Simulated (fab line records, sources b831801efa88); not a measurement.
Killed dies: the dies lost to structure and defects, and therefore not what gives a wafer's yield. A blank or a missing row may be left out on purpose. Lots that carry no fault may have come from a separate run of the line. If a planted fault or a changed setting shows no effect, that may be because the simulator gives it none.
Matching of chambers ; flow gf180mcu ; GF_V1_CMP_04 on cmp-02: 4 sister chambers
The step polishes SiO2. 8 wafers are shown with their chamber, then 9 later ones without.

WAFERS WITH THEIR CHAMBER
wafer;chamber;motor-current-A (A);slurry-flow-ml-min
L796.1;0;12.7;149.8
L796.4;3;13.3;149.5
L797.1;3;12.7;149.2
L800.1;2;13.2;150.3
L800.6;1;11.7;149.9
L802.1;2;14.0;149.3
L802.3;0;12.7;149.6
L802.4;1;11.5;149.6

WAFERS WITH NO CHAMBER GIVEN
wafer;motor-current-A (A);slurry-flow-ml-min
L803.1;13.4;150.2
L803.2;13.4;149.2
L803.3;11.7;150.1
L804.1;11.5;150.6
L804.3;13.1;149.4
L804.6;13.5;149.6
L805.2;12.6;148.9
L805.4;13.3;149.8
L805.5;12.2;149.9

WHICH CHAMBER EACH WENT THROUGH
wafer;from the rows above;in truth
L803.1;can't be placed: 2 or 0 or 3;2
L803.2;can't be placed: 3 or 2 or 0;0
L803.3;1;1
L804.1;can't be placed: 1 or 0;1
L804.3;can't be placed: 3 or 0 or 2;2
L804.6;can't be placed: 2 or 3 or 0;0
L805.2;can't be placed: 3 or 0 or 1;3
L805.4;can't be placed: 2 or 3 or 0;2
L805.5;can't be placed: 0 or 1 or 3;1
Correctly placed: 1 of 9. Not placeable from these rows: 8 (in 8, the candidates include the true chamber). Placed wrongly: 0.
How it was worked out, from the rows above alone: a wafer's distance from a chamber is the root of the sum, over the readings, of the square of ((its reading less the chamber's mean) divided by the reading's scatter). The wafer belongs to the nearest chamber; if the next one is less than 2 further off, it can't be placed. The mean given for a chamber averages the wafers shown for that chamber. The scatter is the square root of a quotient: the sum, over the shown wafers, of each reading's squared deviation from its chamber's mean, divided by wafers minus chambers.
